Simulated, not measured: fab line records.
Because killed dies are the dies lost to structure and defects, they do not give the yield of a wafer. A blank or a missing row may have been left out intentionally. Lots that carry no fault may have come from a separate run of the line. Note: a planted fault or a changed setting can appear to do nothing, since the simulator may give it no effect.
fab line records :: flow sky130
[record]
  lots = 14
  wafers = 42
  lastDay = 50
route steps=708 shown VT_ADJUST_NCORE@127 SONOS_TUNNEL@156 SONOS_ONO@173
lots that met no fault: from a run of the same line without faults
startH: hours from the record's first day to the start of the lot's first wafer shown :: waitH: hours since the lot's step before :: " identical to the entry in the row above :: L1.1+2: several wafers, shown together as one row :: - no value, or no start given :: * or withheld: withheld :: < > ~ a bound
route shown NAME@n: a module of which the file shows steps, and the number in the route of the first :: usual: mean/standard deviation taken from wafers without a fault :: same: alike in all rows :: chamber/n: place in a boat :: sites: each site's reading :: _std_site: the values' standard deviation :: _edge_site: inner sites' mean taken away from outer sites' mean :: radiusMm: how far each site lies from the wafer's centre :: mask NAME#n: copy n :: behind: tool/chamber where the wafer was last shaped :: hold: what put the lot on hold/how long, in hours/how the hold closed :: device: names the non-switching transistor (n, p or np) :: end of line: tests of these same wafers at the route's end :: a step without rows: its recipe alone :: killed: the dies lost at the first sort to structure and to defects; this is not the yield of the wafer :: map: a wafer's dies, x killed, . not, _ none there
set.NAME: the setting the step ran with; set.NAME@STEP: the setting that earlier step ran with :: model.NAME: the simulator's own value behind a step, which no gauge read
route steps across a sampled set of lots; one table per step, one row per wafer
[[steps]]
[step SKY_VT_ADJUST_NCORE_OVL_MEAS_08]
[usual]
  VT_ADJUST_NCORE_OVL = -0.7/1.4
lot.wafer: L373.2
tool: overlay-02
chamber: -
startH: 188.59
waitH: 0.1
VT_ADJUST_NCORE_OVL[nm]: -2.1

lot.wafer: L373.3
tool: overlay-02
chamber: -
startH: 188.59
waitH: 0.1
VT_ADJUST_NCORE_OVL[nm]: -3.2

lot.wafer: L373.6
tool: overlay-02
chamber: -
startH: 188.59
waitH: 0.1
VT_ADJUST_NCORE_OVL[nm]: -2.0

lot.wafer: L374.3
tool: overlay-01
chamber: -
startH: 196.45
waitH: 0.1
VT_ADJUST_NCORE_OVL[nm]: -2.3

lot.wafer: L374.4
tool: overlay-01
chamber: -
startH: 196.45
waitH: 0.1
VT_ADJUST_NCORE_OVL[nm]: -0.9

lot.wafer: L374.5
tool: overlay-01
chamber: -
startH: 196.45
waitH: 0.1
VT_ADJUST_NCORE_OVL[nm]: -1.4

lot.wafer: L375.1
tool: overlay-01
chamber: -
startH: 198.17
waitH: 0.1
VT_ADJUST_NCORE_OVL[nm]: -0.7

lot.wafer: L375.3
tool: overlay-01
chamber: -
startH: 198.17
waitH: 0.1
VT_ADJUST_NCORE_OVL[nm]: 0.0

lot.wafer: L375.4
tool: overlay-01
chamber: -
startH: 198.17
waitH: 0.1
VT_ADJUST_NCORE_OVL[nm]: -1.0

lot.wafer: L376.1
tool: overlay-01
chamber: -
startH: 202.93
waitH: 0.1
VT_ADJUST_NCORE_OVL[nm]: -0.7

lot.wafer: L376.2
tool: overlay-01
chamber: -
startH: 202.93
waitH: 0.1
VT_ADJUST_NCORE_OVL[nm]: -1.0

lot.wafer: L376.6
tool: overlay-01
chamber: -
startH: 202.93
waitH: 0.1
VT_ADJUST_NCORE_OVL[nm]: -2.2

lot.wafer: L378.2
tool: overlay-02
chamber: -
startH: 220.40
waitH: 0.1
VT_ADJUST_NCORE_OVL[nm]: 0.9

lot.wafer: L378.4
tool: overlay-02
chamber: -
startH: 220.40
waitH: 0.1
VT_ADJUST_NCORE_OVL[nm]: -2.1

lot.wafer: L378.6
tool: overlay-02
chamber: -
startH: 220.40
waitH: 0.1
VT_ADJUST_NCORE_OVL[nm]: 1.0

lot.wafer: L380.2
tool: overlay-02
chamber: -
startH: 230.06
waitH: 0.1
VT_ADJUST_NCORE_OVL[nm]: -2.1

lot.wafer: L380.3
tool: overlay-02
chamber: -
startH: 230.06
waitH: 0.1
VT_ADJUST_NCORE_OVL[nm]: 1.2

lot.wafer: L380.6
tool: overlay-02
chamber: -
startH: 230.06
waitH: 0.1
VT_ADJUST_NCORE_OVL[nm]: -1.3

lot.wafer: L383.1
tool: overlay-02
chamber: -
startH: 251.63
waitH: 0.1
VT_ADJUST_NCORE_OVL[nm]: 0.5

lot.wafer: L383.2
tool: overlay-02
chamber: -
startH: 251.63
waitH: 0.1
VT_ADJUST_NCORE_OVL[nm]: -0.4

lot.wafer: L383.4
tool: overlay-02
chamber: -
startH: 251.63
waitH: 0.1
VT_ADJUST_NCORE_OVL[nm]: 1.0

lot.wafer: L384.2
tool: overlay-02
chamber: -
startH: 258.94
waitH: 0.1
VT_ADJUST_NCORE_OVL[nm]: -1.4

lot.wafer: L384.5
tool: overlay-02
chamber: -
startH: 258.94
waitH: 0.1
VT_ADJUST_NCORE_OVL[nm]: -2.4

lot.wafer: L384.6
tool: overlay-02
chamber: -
startH: 258.94
waitH: 0.1
VT_ADJUST_NCORE_OVL[nm]: -3.3

lot.wafer: L385.2
tool: overlay-02
chamber: -
startH: 265.75
waitH: 0.1
VT_ADJUST_NCORE_OVL[nm]: -0.4

lot.wafer: L385.3
tool: overlay-02
chamber: -
startH: 265.75
waitH: 0.1
VT_ADJUST_NCORE_OVL[nm]: -1.4

lot.wafer: L385.6
tool: overlay-02
chamber: -
startH: 265.75
waitH: 0.1
VT_ADJUST_NCORE_OVL[nm]: -1.3

lot.wafer: L388.2
tool: overlay-02
chamber: -
startH: 286.93
waitH: 0.1
VT_ADJUST_NCORE_OVL[nm]: -2.4

lot.wafer: L388.3
tool: overlay-02
chamber: -
startH: 286.93
waitH: 0.1
VT_ADJUST_NCORE_OVL[nm]: -1.1

lot.wafer: L388.6
tool: overlay-02
chamber: -
startH: 286.93
waitH: 0.1
VT_ADJUST_NCORE_OVL[nm]: -3.1

lot.wafer: L392.1
tool: overlay-02
chamber: -
startH: 314.73
waitH: 0.1
VT_ADJUST_NCORE_OVL[nm]: 1.5

lot.wafer: L392.5
tool: overlay-02
chamber: -
startH: 314.73
waitH: 0.1
VT_ADJUST_NCORE_OVL[nm]: 2.2

lot.wafer: L392.6
tool: overlay-02
chamber: -
startH: 314.73
waitH: 0.1
VT_ADJUST_NCORE_OVL[nm]: -0.4

lot.wafer: L394.2
tool: overlay-02
chamber: -
startH: 331.10
waitH: 0.1
VT_ADJUST_NCORE_OVL[nm]: 1.3

lot.wafer: L394.3
tool: overlay-02
chamber: -
startH: 331.10
waitH: 0.1
VT_ADJUST_NCORE_OVL[nm]: 3.2

lot.wafer: L394.5
tool: overlay-02
chamber: -
startH: 331.10
waitH: 0.1
VT_ADJUST_NCORE_OVL[nm]: 0.2

lot.wafer: L395.2
tool: overlay-01
chamber: -
startH: 334.90
waitH: 0.1
VT_ADJUST_NCORE_OVL[nm]: -0.4

lot.wafer: L395.3
tool: overlay-01
chamber: -
startH: 334.90
waitH: 0.1
VT_ADJUST_NCORE_OVL[nm]: 0.3

lot.wafer: L395.4
tool: overlay-01
chamber: -
startH: 334.90
waitH: 0.1
VT_ADJUST_NCORE_OVL[nm]: 1.1

lot.wafer: L396.2
tool: overlay-02
chamber: -
startH: 340.09
waitH: 0.1
VT_ADJUST_NCORE_OVL[nm]: -1.5

lot.wafer: L396.3
tool: overlay-02
chamber: -
startH: 340.09
waitH: 0.1
VT_ADJUST_NCORE_OVL[nm]: -0.6

lot.wafer: L396.4
tool: overlay-02
chamber: -
startH: 340.09
waitH: 0.1
VT_ADJUST_NCORE_OVL[nm]: -0.6
[step SKY_SONOS_TUNNEL_COAT_02]
[recipe]
  resist = NOVOLAK
  spinRpm = 3000
  resistThkNm = 1140
[usual]
  chillPlateTempC = 22.99/0.11
lot.wafer: L373.2
tool: lithoTrack-04
chamber: 0
startH: 244.43
waitH: 0.1
chillPlateTempC: 23.14

lot.wafer: L373.3
tool: lithoTrack-04
chamber: 0
startH: 244.43
waitH: 0.1
chillPlateTempC: 23.07

lot.wafer: L373.6
tool: lithoTrack-04
chamber: 0
startH: 244.43
waitH: 0.1
chillPlateTempC: 23.10

lot.wafer: L374.3
tool: lithoTrack-01
chamber: 0
startH: 252.42
waitH: 0.1
chillPlateTempC: 22.94

lot.wafer: L374.4
tool: lithoTrack-01
chamber: 0
startH: 252.42
waitH: 0.1
chillPlateTempC: 23.00

lot.wafer: L374.5
tool: lithoTrack-01
chamber: 0
startH: 252.42
waitH: 0.1
chillPlateTempC: 22.86

lot.wafer: L375.1
tool: lithoTrack-04
chamber: 0
startH: 254.40
waitH: 0.1
chillPlateTempC: 23.12

lot.wafer: L375.3
tool: lithoTrack-04
chamber: 0
startH: 254.40
waitH: 0.1
chillPlateTempC: 23.00

lot.wafer: L375.4
tool: lithoTrack-04
chamber: 0
startH: 254.40
waitH: 0.1
chillPlateTempC: 22.96

lot.wafer: L376.1
tool: lithoTrack-02
chamber: 0
startH: 259.71
waitH: 0.1
chillPlateTempC: 22.91

lot.wafer: L376.2
tool: lithoTrack-02
chamber: 0
startH: 259.71
waitH: 0.1
chillPlateTempC: 22.88

lot.wafer: L376.6
tool: lithoTrack-02
chamber: 0
startH: 259.71
waitH: 0.1
chillPlateTempC: 22.92

lot.wafer: L378.2
tool: lithoTrack-04
chamber: 0
startH: 280.03
waitH: 0.1
chillPlateTempC: 22.88

lot.wafer: L378.4
tool: lithoTrack-04
chamber: 0
startH: 280.03
waitH: 0.1
chillPlateTempC: 22.87

lot.wafer: L378.6
tool: lithoTrack-04
chamber: 0
startH: 280.03
waitH: 0.1
chillPlateTempC: 22.88

lot.wafer: L380.2
tool: lithoTrack-04
chamber: 0
startH: 289.93
waitH: 0.1
chillPlateTempC: 22.95

lot.wafer: L380.3
tool: lithoTrack-04
chamber: 0
startH: 289.93
waitH: 0.1
chillPlateTempC: 23.07

lot.wafer: L380.6
tool: lithoTrack-04
chamber: 0
startH: 289.93
waitH: 0.1
chillPlateTempC: 22.97

lot.wafer: L383.1
tool: lithoTrack-01
chamber: 0
startH: 315.12
waitH: 0.1
chillPlateTempC: 22.98

lot.wafer: L383.2
tool: lithoTrack-01
chamber: 0
startH: 315.12
waitH: 0.1
chillPlateTempC: 22.77

lot.wafer: L383.4
tool: lithoTrack-01
chamber: 0
startH: 315.12
waitH: 0.1
chillPlateTempC: 23.02

lot.wafer: L384.2
tool: lithoTrack-01
chamber: 0
startH: 321.99
waitH: 0.1
chillPlateTempC: 23.09

lot.wafer: L384.5
tool: lithoTrack-01
chamber: 0
startH: 321.99
waitH: 0.1
chillPlateTempC: 23.06

lot.wafer: L384.6
tool: lithoTrack-01
chamber: 0
startH: 321.99
waitH: 0.1
chillPlateTempC: 22.95

lot.wafer: L385.2
tool: lithoTrack-04
chamber: 0
startH: 330.52
waitH: 0.1
chillPlateTempC: 22.87

lot.wafer: L385.3
tool: lithoTrack-04
chamber: 0
startH: 330.52
waitH: 0.1
chillPlateTempC: 22.86

lot.wafer: L385.6
tool: lithoTrack-04
chamber: 0
startH: 330.52
waitH: 0.1
chillPlateTempC: 22.94

lot.wafer: L388.2
tool: lithoTrack-04
chamber: 0
startH: 352.82
waitH: 0.1
chillPlateTempC: 22.84

lot.wafer: L388.3
tool: lithoTrack-04
chamber: 0
startH: 352.82
waitH: 0.1
chillPlateTempC: 22.91

lot.wafer: L388.6
tool: lithoTrack-04
chamber: 0
startH: 352.82
waitH: 0.1
chillPlateTempC: 23.01

lot.wafer: L392.1
tool: lithoTrack-04
chamber: 0
startH: 384.40
waitH: 0.1
chillPlateTempC: 22.96

lot.wafer: L392.5
tool: lithoTrack-04
chamber: 0
startH: 384.40
waitH: 0.1
chillPlateTempC: 23.23

lot.wafer: L392.6
tool: lithoTrack-04
chamber: 0
startH: 384.40
waitH: 0.1
chillPlateTempC: 22.95

lot.wafer: L394.2
tool: lithoTrack-04
chamber: 0
startH: 400.97
waitH: 0.1
chillPlateTempC: 23.05

lot.wafer: L394.3
tool: lithoTrack-04
chamber: 0
startH: 400.97
waitH: 0.1
chillPlateTempC: 22.90

lot.wafer: L394.5
tool: lithoTrack-04
chamber: 0
startH: 400.97
waitH: 0.1
chillPlateTempC: 22.87

lot.wafer: L395.2
tool: lithoTrack-02
chamber: 0
startH: 405.19
waitH: 0.1
chillPlateTempC: 23.16

lot.wafer: L395.3
tool: lithoTrack-02
chamber: 0
startH: 405.19
waitH: 0.1
chillPlateTempC: 22.94

lot.wafer: L395.4
tool: lithoTrack-02
chamber: 0
startH: 405.19
waitH: 0.1
chillPlateTempC: 22.99

lot.wafer: L396.2
tool: lithoTrack-01
chamber: 0
startH: 411.29
waitH: 0.1
chillPlateTempC: 22.94

lot.wafer: L396.3
tool: lithoTrack-01
chamber: 0
startH: 411.29
waitH: 0.1
chillPlateTempC: 22.80

lot.wafer: L396.4
tool: lithoTrack-01
chamber: 0
startH: 411.29
waitH: 0.1
chillPlateTempC: 23.05
[step SKY_SONOS_TUNNEL_CD_MEAS_07]
[recipe]
  targetCdNm = 410
[usual]
  cdNm = 409.7/3
lot.wafer: L373.2
tool: cdSem-01
chamber: -
startH: 256.44
waitH: 0.1
cdNm: 411.5

lot.wafer: L373.3
tool: cdSem-01
chamber: -
startH: 256.44
waitH: 0.1
cdNm: 413.7

lot.wafer: L373.6
tool: cdSem-01
chamber: -
startH: 256.44
waitH: 0.1
cdNm: 413.1

lot.wafer: L374.3
tool: cdSem-02
chamber: -
startH: 264.29
waitH: 0.1
cdNm: 407.5

lot.wafer: L374.4
tool: cdSem-02
chamber: -
startH: 264.29
waitH: 0.1
cdNm: 407.2

lot.wafer: L374.5
tool: cdSem-02
chamber: -
startH: 264.29
waitH: 0.1
cdNm: 406.4

lot.wafer: L375.1
tool: cdSem-01
chamber: -
startH: 266.45
waitH: 0.1
cdNm: 409.0

lot.wafer: L375.3
tool: cdSem-01
chamber: -
startH: 266.45
waitH: 0.1
cdNm: 407.6

lot.wafer: L375.4
tool: cdSem-01
chamber: -
startH: 266.45
waitH: 0.1
cdNm: 407.1

lot.wafer: L376.1
tool: cdSem-01
chamber: -
startH: 272.05
waitH: 0.1
cdNm: 408.4

lot.wafer: L376.2
tool: cdSem-01
chamber: -
startH: 272.05
waitH: 0.1
cdNm: 407.7

lot.wafer: L376.6
tool: cdSem-01
chamber: -
startH: 272.05
waitH: 0.1
cdNm: 406.5

lot.wafer: L378.2
tool: cdSem-02
chamber: -
startH: 292.68
waitH: 0.1
cdNm: 415.3

lot.wafer: L378.4
tool: cdSem-02
chamber: -
startH: 292.68
waitH: 0.1
cdNm: 413.4

lot.wafer: L378.6
tool: cdSem-02
chamber: -
startH: 292.68
waitH: 0.1
cdNm: 412.3

lot.wafer: L380.2
tool: cdSem-01
chamber: -
startH: 302.68
waitH: 0.1
cdNm: 412.1

lot.wafer: L380.3
tool: cdSem-01
chamber: -
startH: 302.68
waitH: 0.1
cdNm: 410.3

lot.wafer: L380.6
tool: cdSem-01
chamber: -
startH: 302.68
waitH: 0.1
cdNm: 410.4

lot.wafer: L383.1
tool: cdSem-01
chamber: -
startH: 328.65
waitH: 0.1
cdNm: 410.1

lot.wafer: L383.2
tool: cdSem-01
chamber: -
startH: 328.65
waitH: 0.1
cdNm: 408.8

lot.wafer: L383.4
tool: cdSem-01
chamber: -
startH: 328.65
waitH: 0.1
cdNm: 409.5

lot.wafer: L384.2
tool: cdSem-01
chamber: -
startH: 335.52
waitH: 0.1
cdNm: 412.2

lot.wafer: L384.5
tool: cdSem-01
chamber: -
startH: 335.52
waitH: 0.1
cdNm: 410.1

lot.wafer: L384.6
tool: cdSem-01
chamber: -
startH: 335.52
waitH: 0.1
cdNm: 409.4

lot.wafer: L385.2
tool: cdSem-01
chamber: -
startH: 344.44
waitH: 0.1
cdNm: 405.0

lot.wafer: L385.3
tool: cdSem-01
chamber: -
startH: 344.44
waitH: 0.1
cdNm: 404.4

lot.wafer: L385.6
tool: cdSem-01
chamber: -
startH: 344.44
waitH: 0.1
cdNm: 406.7

lot.wafer: L388.2
tool: cdSem-01
chamber: -
startH: 366.54
waitH: 0.1
cdNm: 416.3

lot.wafer: L388.3
tool: cdSem-01
chamber: -
startH: 366.54
waitH: 0.1
cdNm: 414.4

lot.wafer: L388.6
tool: cdSem-01
chamber: -
startH: 366.54
waitH: 0.1
cdNm: 416.1

lot.wafer: L392.1
tool: cdSem-02
chamber: -
startH: 399.17
waitH: 0.1
cdNm: 426.4

lot.wafer: L392.5
tool: cdSem-02
chamber: -
startH: 399.17
waitH: 0.1
cdNm: 427.8

lot.wafer: L392.6
tool: cdSem-02
chamber: -
startH: 399.17
waitH: 0.1
cdNm: 429.5

lot.wafer: L394.2
tool: cdSem-01
chamber: -
startH: 415.98
waitH: 0.1
cdNm: 423.4

lot.wafer: L394.3
tool: cdSem-01
chamber: -
startH: 415.98
waitH: 0.1
cdNm: 425.4

lot.wafer: L394.5
tool: cdSem-01
chamber: -
startH: 415.98
waitH: 0.1
cdNm: 424.5

lot.wafer: L395.2
tool: cdSem-01
chamber: -
startH: 420.24
waitH: 0.1
cdNm: 410.3

lot.wafer: L395.3
tool: cdSem-01
chamber: -
startH: 420.24
waitH: 0.1
cdNm: 409.4

lot.wafer: L395.4
tool: cdSem-01
chamber: -
startH: 420.24
waitH: 0.1
cdNm: 409.5

lot.wafer: L396.2
tool: cdSem-01
chamber: -
startH: 426.99
waitH: 0.1
cdNm: 407.3

lot.wafer: L396.3
tool: cdSem-01
chamber: -
startH: 426.99
waitH: 0.1
cdNm: 407.5

lot.wafer: L396.4
tool: cdSem-01
chamber: -
startH: 426.99
waitH: 0.1
cdNm: 409.2
[step SKY_SONOS_ONO_THK_MEAS_05]
[recipe]
  reads = SiO2_of_SONOS_ONO_CVD_04
[usual]
  SONOS_ONO_CVD_04_THK = 5.71/0.097
lot.wafer: L373.2
tool: filmMetro-03
chamber: -
startH: 261.69
waitH: 0.0
SONOS_ONO_CVD_04_THK[nm]: 5.78

lot.wafer: L373.3
tool: filmMetro-03
chamber: -
startH: 261.69
waitH: 0.0
SONOS_ONO_CVD_04_THK[nm]: 5.86

lot.wafer: L373.6
tool: filmMetro-03
chamber: -
startH: 261.69
waitH: 0.0
SONOS_ONO_CVD_04_THK[nm]: 5.77

lot.wafer: L374.3
tool: filmMetro-02
chamber: -
startH: 271.94
waitH: 0.0
SONOS_ONO_CVD_04_THK[nm]: 5.65

lot.wafer: L374.4
tool: filmMetro-02
chamber: -
startH: 271.94
waitH: 0.0
SONOS_ONO_CVD_04_THK[nm]: 5.67

lot.wafer: L374.5
tool: filmMetro-02
chamber: -
startH: 271.94
waitH: 0.0
SONOS_ONO_CVD_04_THK[nm]: 5.73

lot.wafer: L375.1
tool: filmMetro-03
chamber: -
startH: 273.17
waitH: 0.0
SONOS_ONO_CVD_04_THK[nm]: 5.69

lot.wafer: L375.3
tool: filmMetro-03
chamber: -
startH: 273.17
waitH: 0.0
SONOS_ONO_CVD_04_THK[nm]: 5.64

lot.wafer: L375.4
tool: filmMetro-03
chamber: -
startH: 273.17
waitH: 0.0
SONOS_ONO_CVD_04_THK[nm]: 5.66

lot.wafer: L376.1
tool: filmMetro-03
chamber: -
startH: 276.49
waitH: 0.0
SONOS_ONO_CVD_04_THK[nm]: 5.85

lot.wafer: L376.2
tool: filmMetro-03
chamber: -
startH: 276.49
waitH: 0.0
SONOS_ONO_CVD_04_THK[nm]: 5.74

lot.wafer: L376.6
tool: filmMetro-03
chamber: -
startH: 276.49
waitH: 0.0
SONOS_ONO_CVD_04_THK[nm]: 5.72

lot.wafer: L378.2
tool: filmMetro-02
chamber: -
startH: 297.69
waitH: 0.0
SONOS_ONO_CVD_04_THK[nm]: 5.85

lot.wafer: L378.4
tool: filmMetro-02
chamber: -
startH: 297.69
waitH: 0.0
SONOS_ONO_CVD_04_THK[nm]: 5.87

lot.wafer: L378.6
tool: filmMetro-02
chamber: -
startH: 297.69
waitH: 0.0
SONOS_ONO_CVD_04_THK[nm]: 5.91

lot.wafer: L380.2
tool: filmMetro-02
chamber: -
startH: 312.23
waitH: 0.0
SONOS_ONO_CVD_04_THK[nm]: 5.53

lot.wafer: L380.3
tool: filmMetro-02
chamber: -
startH: 312.23
waitH: 0.0
SONOS_ONO_CVD_04_THK[nm]: 5.62

lot.wafer: L380.6
tool: filmMetro-02
chamber: -
startH: 312.23
waitH: 0.0
SONOS_ONO_CVD_04_THK[nm]: 5.61

lot.wafer: L383.1
tool: filmMetro-03
chamber: -
startH: 334.43
waitH: 0.0
SONOS_ONO_CVD_04_THK[nm]: 5.60

lot.wafer: L383.2
tool: filmMetro-03
chamber: -
startH: 334.43
waitH: 0.0
SONOS_ONO_CVD_04_THK[nm]: 5.62

lot.wafer: L383.4
tool: filmMetro-03
chamber: -
startH: 334.43
waitH: 0.0
SONOS_ONO_CVD_04_THK[nm]: 5.69

lot.wafer: L384.2
tool: filmMetro-03
chamber: -
startH: 342.59
waitH: 0.0
SONOS_ONO_CVD_04_THK[nm]: 5.82

lot.wafer: L384.5
tool: filmMetro-03
chamber: -
startH: 342.59
waitH: 0.0
SONOS_ONO_CVD_04_THK[nm]: 5.81

lot.wafer: L384.6
tool: filmMetro-03
chamber: -
startH: 342.59
waitH: 0.0
SONOS_ONO_CVD_04_THK[nm]: 5.75

lot.wafer: L385.2
tool: filmMetro-03
chamber: -
startH: 350.24
waitH: 0.0
SONOS_ONO_CVD_04_THK[nm]: 5.64

lot.wafer: L385.3
tool: filmMetro-03
chamber: -
startH: 350.24
waitH: 0.0
SONOS_ONO_CVD_04_THK[nm]: 5.64

lot.wafer: L385.6
tool: filmMetro-03
chamber: -
startH: 350.24
waitH: 0.0
SONOS_ONO_CVD_04_THK[nm]: 5.63

lot.wafer: L388.2
tool: filmMetro-04
chamber: -
startH: 372.67
waitH: 0.0
SONOS_ONO_CVD_04_THK[nm]: 5.65

lot.wafer: L388.3
tool: filmMetro-04
chamber: -
startH: 372.67
waitH: 0.0
SONOS_ONO_CVD_04_THK[nm]: 5.66

lot.wafer: L388.6
tool: filmMetro-04
chamber: -
startH: 372.67
waitH: 0.0
SONOS_ONO_CVD_04_THK[nm]: 5.61

lot.wafer: L392.1
tool: filmMetro-02
chamber: -
startH: 405.32
waitH: 0.0
SONOS_ONO_CVD_04_THK[nm]: 5.67

lot.wafer: L392.5
tool: filmMetro-02
chamber: -
startH: 405.32
waitH: 0.0
SONOS_ONO_CVD_04_THK[nm]: 5.64

lot.wafer: L392.6
tool: filmMetro-02
chamber: -
startH: 405.32
waitH: 0.0
SONOS_ONO_CVD_04_THK[nm]: 5.73

lot.wafer: L394.2
tool: filmMetro-02
chamber: -
startH: 426.68
waitH: 0.0
SONOS_ONO_CVD_04_THK[nm]: 5.79

lot.wafer: L394.3
tool: filmMetro-02
chamber: -
startH: 426.68
waitH: 0.0
SONOS_ONO_CVD_04_THK[nm]: 5.80

lot.wafer: L394.5
tool: filmMetro-02
chamber: -
startH: 426.68
waitH: 0.0
SONOS_ONO_CVD_04_THK[nm]: 5.76

lot.wafer: L395.2
tool: filmMetro-04
chamber: -
startH: 429.61
waitH: 0.0
SONOS_ONO_CVD_04_THK[nm]: 5.54

lot.wafer: L395.3
tool: filmMetro-04
chamber: -
startH: 429.61
waitH: 0.0
SONOS_ONO_CVD_04_THK[nm]: 5.57

lot.wafer: L395.4
tool: filmMetro-04
chamber: -
startH: 429.61
waitH: 0.0
SONOS_ONO_CVD_04_THK[nm]: 5.72

lot.wafer: L396.2
tool: filmMetro-04
chamber: -
startH: 433.71
waitH: 0.0
SONOS_ONO_CVD_04_THK[nm]: 5.86

lot.wafer: L396.3
tool: filmMetro-04
chamber: -
startH: 433.71
waitH: 0.0
SONOS_ONO_CVD_04_THK[nm]: 5.79

lot.wafer: L396.4
tool: filmMetro-04
chamber: -
startH: 433.71
waitH: 0.0
SONOS_ONO_CVD_04_THK[nm]: 5.80
[step SKY_SONOS_ONO_CD_MEAS_13]
[recipe]
  targetCdNm = 410
[usual]
  cdNm = 410.1/2.2
lot.wafer: L373.2
tool: cdSem-01
chamber: -
startH: 286.49
waitH: 0.1
cdNm: 411.2

lot.wafer: L373.3
tool: cdSem-01
chamber: -
startH: 286.49
waitH: 0.1
cdNm: 411.5

lot.wafer: L373.6
tool: cdSem-01
chamber: -
startH: 286.49
waitH: 0.1
cdNm: 412.1

lot.wafer: L374.3
tool: cdSem-02
chamber: -
startH: 296.74
waitH: 0.1
cdNm: 415.5

lot.wafer: L374.4
tool: cdSem-02
chamber: -
startH: 296.74
waitH: 0.1
cdNm: 414.6

lot.wafer: L374.5
tool: cdSem-02
chamber: -
startH: 296.74
waitH: 0.1
cdNm: 414.5

lot.wafer: L375.1
tool: cdSem-01
chamber: -
startH: 298.47
waitH: 0.1
cdNm: 410.0

lot.wafer: L375.3
tool: cdSem-01
chamber: -
startH: 298.47
waitH: 0.1
cdNm: 411.5

lot.wafer: L375.4
tool: cdSem-01
chamber: -
startH: 298.47
waitH: 0.1
cdNm: 410.2

lot.wafer: L376.1
tool: cdSem-02
chamber: -
startH: 300.95
waitH: 0.1
cdNm: 409.2

lot.wafer: L376.2
tool: cdSem-02
chamber: -
startH: 300.95
waitH: 0.1
cdNm: 410.3

lot.wafer: L376.6
tool: cdSem-02
chamber: -
startH: 300.95
waitH: 0.1
cdNm: 411.1

lot.wafer: L378.2
tool: cdSem-02
chamber: -
startH: 323.12
waitH: 0.1
cdNm: 410.0

lot.wafer: L378.4
tool: cdSem-02
chamber: -
startH: 323.12
waitH: 0.1
cdNm: 410.1

lot.wafer: L378.6
tool: cdSem-02
chamber: -
startH: 323.12
waitH: 0.1
cdNm: 410.2

lot.wafer: L380.2
tool: cdSem-02
chamber: -
startH: 337.57
waitH: 0.1
cdNm: 407.5

lot.wafer: L380.3
tool: cdSem-02
chamber: -
startH: 337.57
waitH: 0.1
cdNm: 408.0

lot.wafer: L380.6
tool: cdSem-02
chamber: -
startH: 337.57
waitH: 0.1
cdNm: 407.5

lot.wafer: L383.1
tool: cdSem-01
chamber: -
startH: 361.71
waitH: 0.1
cdNm: 410.4

lot.wafer: L383.2
tool: cdSem-01
chamber: -
startH: 361.71
waitH: 0.1
cdNm: 412.7

lot.wafer: L383.4
tool: cdSem-01
chamber: -
startH: 361.71
waitH: 0.1
cdNm: 411.5

lot.wafer: L384.2
tool: cdSem-01
chamber: -
startH: 370.28
waitH: 0.1
cdNm: 412.0

lot.wafer: L384.5
tool: cdSem-01
chamber: -
startH: 370.28
waitH: 0.1
cdNm: 412.0

lot.wafer: L384.6
tool: cdSem-01
chamber: -
startH: 370.28
waitH: 0.1
cdNm: 411.2

lot.wafer: L385.2
tool: cdSem-02
chamber: -
startH: 377.99
waitH: 0.1
cdNm: 410.4

lot.wafer: L385.3
tool: cdSem-02
chamber: -
startH: 377.99
waitH: 0.1
cdNm: 407.1

lot.wafer: L385.6
tool: cdSem-02
chamber: -
startH: 377.99
waitH: 0.1
cdNm: 409.1

lot.wafer: L388.2
tool: cdSem-02
chamber: -
startH: 400.84
waitH: 0.1
cdNm: 404.1

lot.wafer: L388.3
tool: cdSem-02
chamber: -
startH: 400.84
waitH: 0.1
cdNm: 407.8

lot.wafer: L388.6
tool: cdSem-02
chamber: -
startH: 400.84
waitH: 0.1
cdNm: 406.8

lot.wafer: L392.1
tool: cdSem-01
chamber: -
startH: 435.31
waitH: 0.1
cdNm: 408.6

lot.wafer: L392.5
tool: cdSem-01
chamber: -
startH: 435.31
waitH: 0.1
cdNm: 408.0

lot.wafer: L392.6
tool: cdSem-01
chamber: -
startH: 435.31
waitH: 0.1
cdNm: 410.7

lot.wafer: L394.2
tool: cdSem-02
chamber: -
startH: 456.64
waitH: 0.1
cdNm: 409.9

lot.wafer: L394.3
tool: cdSem-02
chamber: -
startH: 456.64
waitH: 0.1
cdNm: 408.2

lot.wafer: L394.5
tool: cdSem-02
chamber: -
startH: 456.64
waitH: 0.1
cdNm: 408.7

lot.wafer: L395.2
tool: cdSem-02
chamber: -
startH: 459.79
waitH: 0.1
cdNm: 412.1

lot.wafer: L395.3
tool: cdSem-02
chamber: -
startH: 459.79
waitH: 0.1
cdNm: 413.9

lot.wafer: L395.4
tool: cdSem-02
chamber: -
startH: 459.79
waitH: 0.1
cdNm: 413.3

lot.wafer: L396.2
tool: cdSem-02
chamber: -
startH: 464.58
waitH: 0.1
cdNm: 411.2

lot.wafer: L396.3
tool: cdSem-02
chamber: -
startH: 464.58
waitH: 0.1
cdNm: 409.7

lot.wafer: L396.4
tool: cdSem-02
chamber: -
startH: 464.58
waitH: 0.1
cdNm: 411.6
[[key]]
[firstSign]
  step = SKY_SONOS_TUNNEL_CD_MEAS_07
  reading = cdNm
  direction = up
  sigmas = 5.6
  usual = 409.7
  struck = 426.2
  through = controlLoop
effect none on later readings
metAt SKY_SONOS_TUNNEL_COAT_02
struckLots L392,L394
testerLeftOut L392,L394
[loopTrim]
  step = SKY_SONOS_TUNNEL_EXPOSE_04
  setting = dose
  lots = L394
notActingAt SKY_VT_ADJUST_NCORE_OVL_MEAS_08,SKY_SONOS_ONO_THK_MEAS_05,SKY_SONOS_ONO_CD_MEAS_13
onsetBetween 352.82 384.40
[fault]
  kind = processParameterDrift
  tool = lithoTrack-04
  chamber = -
  onsetH = 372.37
  steps = SKY_SONOS_TUNNEL_COAT_02
  channel = resistThkNm
  offset = -157.58
  shape = step
  endH = 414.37
  actsIn = theseRecipesOnly
  stated = 1140
// testerLeftOut: of these lots the tester's yield and bins aren't shown, on N5 and GAA mostly nor the transistor test; their killed dies are dies lost to structure and defects alone, not to doping, threshold or leakage, so they don't give the yield
// loopTrim: a control loop set the setting to another value than it would have without faults
